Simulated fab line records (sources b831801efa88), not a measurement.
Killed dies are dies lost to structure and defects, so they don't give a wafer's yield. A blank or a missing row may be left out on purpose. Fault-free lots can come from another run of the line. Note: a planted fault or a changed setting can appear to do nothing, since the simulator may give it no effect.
fab line records    flow sky130
[record] lots = 11  wafers = 33  lastDay = 50
route steps=708 shown SONOS_TUNNEL@163 POLY_GATE@232 SD_P@330 SD_N@350
lots untouched by any fault: they come from a run of this same line in which no faults occurred
startH: start of the lot's first displayed wafer, in hours after the record's first day    waitH: hours from the lot's prior step to this one    " the same as in the row above    L1.1+2: a single row standing in for several wafers    - no value, or no start given    * or withheld: withheld    < > ~ a bound
route shown NAME@n: a module of which the file shows steps, and the number in the route of the first    usual: mean/standard deviation of fault-free wafers    same: alike in all rows    chamber/n: place in a boat    sites: the reading at each site    _std_site: the values' standard deviation    _edge_site: outer sites' mean less inner sites'    radiusMm: how far each site lies from the wafer's centre    mask NAME#n: copy n    behind: tool/chamber where the wafer was last shaped    hold: reason for holding the lot/hours on hold/outcome of the hold    device: the transistor (n, p or np) that didn't switch    end of line: the route-end tests of the same wafers    a step with no rows: only its recipe    killed: the dies lost at the first sort to structure and to defects; this is not the yield of the wafer    map: per-die view of a wafer (x killed, . not killed, _ where there is no die)
set.NAME: the run value of the setting; set.NAME@STEP: its run value at that earlier step    model.NAME: the simulator's own value behind a step, which no gauge read
route steps across a sampled set of lots; one table per step, one row per wafer
services: from which hour (startH, from the record's first day; less than 0 if before it) a tool's chamber was out of use, for how many hours, and why
[[steps]]
[step SKY_SONOS_TUNNEL_IMPLANT_09]
[recipe] species = B  energyKev = 20  doseCm2 = 1e+12  tiltDeg = withheld
[usual] doseIonsCm2 = 1.0001e+12/1.1e+09  faradayCurrentUA = 5.64/0.11
lot.wafer  tool          chamber  startH  waitH  doseIonsCm2  faradayCurrentUA
L717.2     implanter-02  0        250.27  0.0    9.992e+11    5.64
L717.5     "             0        "       "      9.978e+11    5.79
L717.6     "             0        "       "      9.981e+11    5.47
L720.1     implanter-03  0        278.47  0.0    9.996e+11    5.54
L720.3     "             0        "       "      1.0031e+12   5.46
L720.5     "             0        "       "      1.0007e+12   5.78
L722.1     implanter-01  0        285.27  0.0    1.0008e+12   5.67
L722.5     "             0        "       "      1.0012e+12   5.60
L722.6     "             0        "       "      1.001e+12    5.70
L723.2     implanter-02  0        298.69  0.0    1.0004e+12   5.59
L723.4     "             0        "       "      1.0005e+12   5.54
L723.6     "             0        "       "      1.0006e+12   5.73
L724.1     implanter-02  0        311.37  0.0    9.998e+11    5.62
L724.5     "             0        "       "      1.0001e+12   5.68
L724.6     "             0        "       "      1.0009e+12   5.75
L725.2     implanter-02  0        314.19  0.0    1.0011e+12   5.60
L725.3     "             0        "       "      9.994e+11    5.40
L725.5     "             0        "       "      1.0011e+12   5.68
L734.3     implanter-02  0        393.17  0.1    1.5205e+12   8.43
L734.4     "             0        "       "      1.5204e+12   8.73
L734.5     "             0        "       "      1.5226e+12   8.44
L735.1     implanter-02  0        405.09  0.0    1.5229e+12   8.52
L735.2     "             0        "       "      1.5235e+12   8.40
L735.5     "             0        "       "      1.522e+12    8.55
L736.3     implanter-01  0        407.77  0.1    1.0001e+12   5.43
L736.4     "             0        "       "      1.002e+12    5.60
L736.5     "             0        "       "      1.0011e+12   5.50
L738.4     implanter-03  0        419.84  0.1    9.997e+11    5.71
L738.5     "             0        "       "      9.99e+11     5.69
L738.6     "             0        "       "      9.995e+11    5.69
L739.2     implanter-01  0        428.12  0.0    1.0028e+12   5.80
L739.3     "             0        "       "      1.003e+12    5.64
L739.5     "             0        "       "      1.0011e+12   5.63
[step SKY_SONOS_TUNNEL_TW_MEAS_12]
[usual] SONOS_TUNNEL_TW = 197.2/2.1
lot.wafer  tool          chamber  startH  waitH  SONOS_TUNNEL_TW
L717.2     filmMetro-03  -        250.66  0.0    196.4
L717.5     "             -        "       "      197.5
L717.6     "             -        "       "      197.3
L720.1     filmMetro-03  -        278.88  0.0    198.3
L720.3     "             -        "       "      197.9
L720.5     "             -        "       "      196.7
L722.1     filmMetro-03  -        285.69  0.0    197.1
L722.5     "             -        "       "      198.6
L722.6     "             -        "       "      198.0
L723.2     filmMetro-03  -        299.09  0.0    196.6
L723.4     "             -        "       "      196.7
L723.6     "             -        "       "      196.7
L724.1     filmMetro-03  -        311.99  0.0    197.5
L724.5     "             -        "       "      196.8
L724.6     "             -        "       "      197.1
L725.2     filmMetro-02  -        314.59  0.0    196.7
L725.3     "             -        "       "      195.5
L725.5     "             -        "       "      195.4
L734.3     filmMetro-03  -        393.73  0.0    222.3
L734.4     "             -        "       "      221.2
L734.5     "             -        "       "      222.0
L735.1     filmMetro-01  -        405.50  0.0    224.2
L735.2     "             -        "       "      224.3
L735.5     "             -        "       "      224.9
L736.3     filmMetro-02  -        408.15  0.0    193.8
L736.4     "             -        "       "      194.1
L736.5     "             -        "       "      195.3
L738.4     filmMetro-03  -        420.21  0.0    198.5
L738.5     "             -        "       "      198.3
L738.6     "             -        "       "      198.4
L739.2     filmMetro-02  -        428.53  0.0    194.5
L739.3     "             -        "       "      194.8
L739.5     "             -        "       "      194.3
[step SKY_POLY_GATE_STRIP_18]
[recipe] chemistry = O2/N2  powerW = 1400  pressureMtorr = 1500  platenTempC = withheld  o2FlowSccm = 3000  n2FlowSccm = 300  overashFraction = 0.5
[usual] chamberPressureMTorr = 1499.9/1.4  drypumpMotorCurrentA = 5.70/0.28  o2FlowSccm = 2999/9.8  oesProductAu = 0.361/0.0049  stripTimeToEndpointS = 3.17/0.038
lot.wafer  tool            chamber  startH  waitH  chamberPressureMTorr  drypumpMotorCurrentA  o2FlowSccm  oesProductAu  rfHoursCounterH  stripTimeToEndpointS
L717.2     plasmaAsher-04  1        370.93  0.0    1498.8                5.96                  2998        0.361         70               3.16
L717.5     "               1        "       "      1497.3                5.97                  2984        0.356         -                3.14
L717.6     "               0        "       "      1500.5                5.24                  2983        0.359         -                3.18
L720.1     plasmaAsher-04  1        400.86  0.0    1499.4                5.99                  3002        0.359         73               3.19
L720.3     "               1        "       "      1500.5                5.99                  2995        0.357         -                3.16
L720.5     "               1        "       "      1499.7                5.98                  3001        0.355         -                3.21
L722.1     plasmaAsher-03  1        410.38  0.0    1498.8                5.92                  3009        0.356         61               3.20
L722.5     "               0        "       "      1499.4                5.52                  3008        0.352         -                3.10
L722.6     "               1        "       "      1502.1                5.89                  3015        0.364         -                3.13
L723.2     plasmaAsher-02  0        421.61  0.0    1500.4                5.64                  3000        0.367         69               3.18
L723.4     "               0        "       "      1503.2                5.64                  2987        0.366         -                3.19
L723.6     "               1        "       "      1499.6                6.01                  2997        0.355         -                3.10
L725.2     plasmaAsher-04  0        443.31  0.0    1497.4                5.27                  3002        0.352         1                3.22
L725.3     "               0        "       "      1501.5                5.26                  3003        0.362         -                3.15
L725.5     "               0        "       "      1497.4                5.26                  2990        0.362         -                3.23
L724.1     plasmaAsher-02  0        443.58  0.0    1499.7                5.64                  3016        0.356         71               3.21
L724.5     "               0        "       "      1499.8                5.66                  3012        0.361         -                3.18
L724.6     "               1        "       "      1499.3                6.00                  2985        0.362         -                3.21
L734.3     plasmaAsher-03  1        526.39  0.1    1502.3                5.88                  2993        0.370         -                3.16
L734.4     "               0        "       "      1499.5                5.53                  3015        0.364         -                3.18
L734.5     "               1        "       "      1500.0                5.89                  2989        0.354         -                3.15
L735.1     plasmaAsher-04  0        542.46  0.0    1498.2                5.24                  3021        0.356         12               3.15
L735.2     "               1        "       "      1498.8                5.97                  3000        0.368         12               3.22
L735.5     "               0        "       "      1501.3                5.27                  3017        0.364         -                3.16
L736.3     plasmaAsher-03  1        544.81  0.1    1500.2                5.87                  2988        0.358         -                3.18
L736.4     "               0        "       "      1498.0                5.51                  2995        0.359         -                3.14
L736.5     "               0        "       "      1500.3                5.51                  2983        0.361         -                3.17
L738.4     plasmaAsher-03  1        557.24  0.1    1503.5                5.89                  3002        0.370         -                3.16
L738.5     "               0        "       "      1500.8                5.53                  2997        0.359         -                3.16
L738.6     "               1        "       "      1499.9                5.94                  2998        0.356         -                3.17
L739.2     plasmaAsher-03  0        564.01  0.0    1499.1                5.53                  2989        0.353         77               3.11
L739.3     "               0        "       "      1500.5                5.52                  2994        0.354         -                3.17
L739.5     "               1        "       "      1500.6                5.95                  3009        0.368         -                3.23
[step SKY_SD_P_STRIP_10]
[recipe] chemistry = O2/N2  powerW = 1400  pressureMtorr = 1500  platenTempC = withheld  o2FlowSccm = 3000  n2FlowSccm = 300  overashFraction = 0.5
[usual] chamberPressureMTorr = 1500.0/1.4  drypumpMotorCurrentA = 5.9/0.38  o2FlowSccm = 3000/8.4  oesProductAu = 0.618/0.0041  stripTimeToEndpointS = 17.51/0.042
lot.wafer  tool            chamber  startH  waitH  chamberPressureMTorr  drypumpMotorCurrentA  o2FlowSccm  oesProductAu  rfHoursCounterH  stripTimeToEndpointS
L717.2     plasmaAsher-02  1        590.02  0.1    1498.9                6.0                   3011        0.615         84               17.42
L717.5     "               0        "       "      1501.6                5.6                   2988        0.619         -                17.47
L717.6     "               1        "       "      1500.6                6.0                   3007        0.624         -                17.49
L720.1     plasmaAsher-02  0        617.07  0.1    1498.1                5.6                   3014        0.622         86               17.59
L720.3     "               0        "       "      1500.4                5.6                   3006        0.618         -                17.60
L720.5     "               0        "       "      1502.3                5.6                   3003        0.622         -                17.60
L722.1     plasmaAsher-02  1        629.19  0.1    1500.6                6.0                   2985        0.618         88               17.51
L722.5     "               1        "       "      1498.7                6.0                   2991        0.625         -                17.51
L722.6     "               0        "       "      1496.9                5.6                   3015        0.626         -                17.53
L723.2     plasmaAsher-01  1        641.44  0.1    1499.4                6.5                   3001        0.616         53               17.51
L723.4     "               0        "       "      1499.3                6.2                   3014        0.612         -                17.54
L723.6     "               0        "       "      1504.0                6.2                   3006        0.618         -                17.45
L725.2     plasmaAsher-04  1        658.44  0.1    1499.3                6.0                   2995        0.622         23               17.52
L725.3     "               1        "       "      1500.4                6.0                   3004        0.621         -                17.53
L725.5     "               1        "       "      1501.3                6.0                   3000        0.618         -                17.52
L724.1     plasmaAsher-01  1        659.44  0.1    1502.6                6.5                   2998        0.618         55               17.50
L724.5     "               0        "       "      1500.0                6.3                   3011        0.618         -                17.49
L724.6     "               1        "       "      1500.2                6.5                   2994        0.620         -                17.47
L734.3     plasmaAsher-04  1        735.12  0.1    1499.6                6.0                   2996        0.614         -                17.50
L734.4     "               0        "       "      1501.1                5.3                   3003        0.621         -                17.57
L734.5     "               1        "       "      1500.7                6.0                   2990        0.624         -                17.54
L735.1     plasmaAsher-01  1        754.24  0.1    1500.4                6.5                   2998        0.620         64               17.43
L735.2     "               0        "       "      1499.9                6.2                   2995        0.620         64               17.41
L735.5     "               0        "       "      1502.6                6.2                   2986        0.613         -                17.37
L736.3     plasmaAsher-02  0        756.55  0.1    1499.4                5.6                   3005        0.617         -                17.43
L736.4     "               1        "       "      1500.6                6.0                   3003        0.613         -                17.47
L736.5     "               1        "       "      1499.4                6.0                   2996        0.615         -                17.48
L738.4     plasmaAsher-04  0        765.80  0.1    1499.3                5.3                   2999        0.620         -                17.56
L738.5     "               0        "       "      1499.5                5.2                   3003        0.614         -                17.53
L738.6     "               1        "       "      1500.6                6.0                   3007        0.617         -                17.52
L739.2     plasmaAsher-01  1        768.44  0.1    1497.4                6.5                   3008        0.613         65               17.50
L739.3     "               1        "       "      1500.9                6.5                   3004        0.618         -                17.56
L739.5     "               1        "       "      1500.0                6.5                   3005        0.613         -                17.48
[step SKY_SD_N_OVL_MEAS_08]
[usual] SD_N_OVL = 0.2/1.6
lot.wafer  tool        chamber  startH  waitH  SD_N_OVL[nm]
L717.2     overlay-01  -        648.54  0.1    -1.4
L717.5     "           -        "       "      -2.6
L717.6     "           -        "       "      -0.1
L720.1     overlay-01  -        674.58  0.1    -1.7
L720.3     "           -        "       "      -1.3
L720.5     "           -        "       "      -1.7
L722.1     overlay-01  -        686.55  0.1    1.0
L722.5     "           -        "       "      2.2
L722.6     "           -        "       "      0.2
L723.2     overlay-01  -        698.64  0.1    2.1
L723.4     "           -        "       "      2.1
L723.6     "           -        "       "      1.8
L725.2     overlay-01  -        715.66  0.1    -0.6
L725.3     "           -        "       "      -1.2
L725.5     "           -        "       "      -0.9
L724.1     overlay-02  -        717.08  0.1    -3.1
L724.5     "           -        "       "      -2.1
L724.6     "           -        "       "      -1.4
L734.3     overlay-02  -        791.37  0.1    1.4
L734.4     "           -        "       "      -0.6
L734.5     "           -        "       "      -0.4
L735.1     overlay-01  -        808.86  0.1    -1.4
L735.2     "           -        "       "      0.2
L735.5     "           -        "       "      -0.2
L736.3     overlay-02  -        811.20  0.1    2.6
L736.4     "           -        "       "      0.7
L736.5     "           -        "       "      2.9
L738.4     overlay-02  -        820.80  0.1    2.3
L738.5     "           -        "       "      2.0
L738.6     "           -        "       "      1.6
L739.2     overlay-02  -        823.69  0.1    -1.6
L739.3     "           -        "       "      -1.1
L739.5     "           -        "       "      -0.7
[[services]]
tool            chamber  startH  hours  kind
plasmaAsher-02  -        276.26  2.8    pm
implanter-02    -        282.18  5.3    repair
implanter-03    -        298.83  1.5    repair
implanter-03    -        310.86  6.0    repair
implanter-01    -        378.60  3.9    pm
implanter-02    -        379.73  3.9    pm
implanter-02    -        386.24  1.0    repair
plasmaAsher-04  -        388.27  2.8    repair
plasmaAsher-04  -        409.57  0.5    repair
plasmaAsher-04  -        421.25  9.0    pm
implanter-01    -        425.02  2.9    pm
implanter-01    -        496.19  3.5    repair
plasmaAsher-02  -        497.32  14.6   pm
implanter-02    -        518.08  2.4    repair
implanter-02    -        532.21  5.1    pm
plasmaAsher-01  -        547.37  0.4    repair
plasmaAsher-02  -        601.55  6.5    repair
implanter-01    -        602.30  2.1    repair
plasmaAsher-01  -        671.89  0.4    repair
plasmaAsher-04  -        679.80  14.6   pm
implanter-01    -        696.13  2.4    repair
plasmaAsher-01  -        727.87  5.4    repair
plasmaAsher-03  -        728.32  3.5    repair
plasmaAsher-02  -        733.75  9.0    pm
[[key]]
[firstSign] step = SKY_SONOS_TUNNEL_IMPLANT_09  reading = doseIonsCm2  direction = up  sigmas = 99+  usual = *  struck = *
[effect] step = SKY_SONOS_TUNNEL_IMPLANT_09  reading = faradayCurrentUA  direction = up  sigmas = 27  usual = 5.64  struck = 8.51
[effect] step = SKY_SONOS_TUNNEL_TW_MEAS_12  reading = SONOS_TUNNEL_TW  direction = up  sigmas = 12  usual = 197.2  struck = 223.1
metAt SKY_SONOS_TUNNEL_IMPLANT_09
struckLots L734,L735
testerLeftOut L734,L735
notActingAt SKY_POLY_GATE_STRIP_18,SKY_SD_P_STRIP_10,SKY_SD_N_OVL_MEAS_08
onsetBetween 314.19 393.17
[fault] kind = processParameterDrift  tool = implanter-02  chamber = -  onsetH = 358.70  steps = SKY_SONOS_TUNNEL_IMPLANT_09  channel = doseCm2  offset = *  shape = step  endH = 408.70  actsIn = *  stated = *
// testerLeftOut: of these lots the tester's yield and bins aren't shown, on N5 and GAA mostly nor the transistor test; their killed dies are dies lost to structure and defects alone, not to doping, threshold or leakage, so they don't give the yield
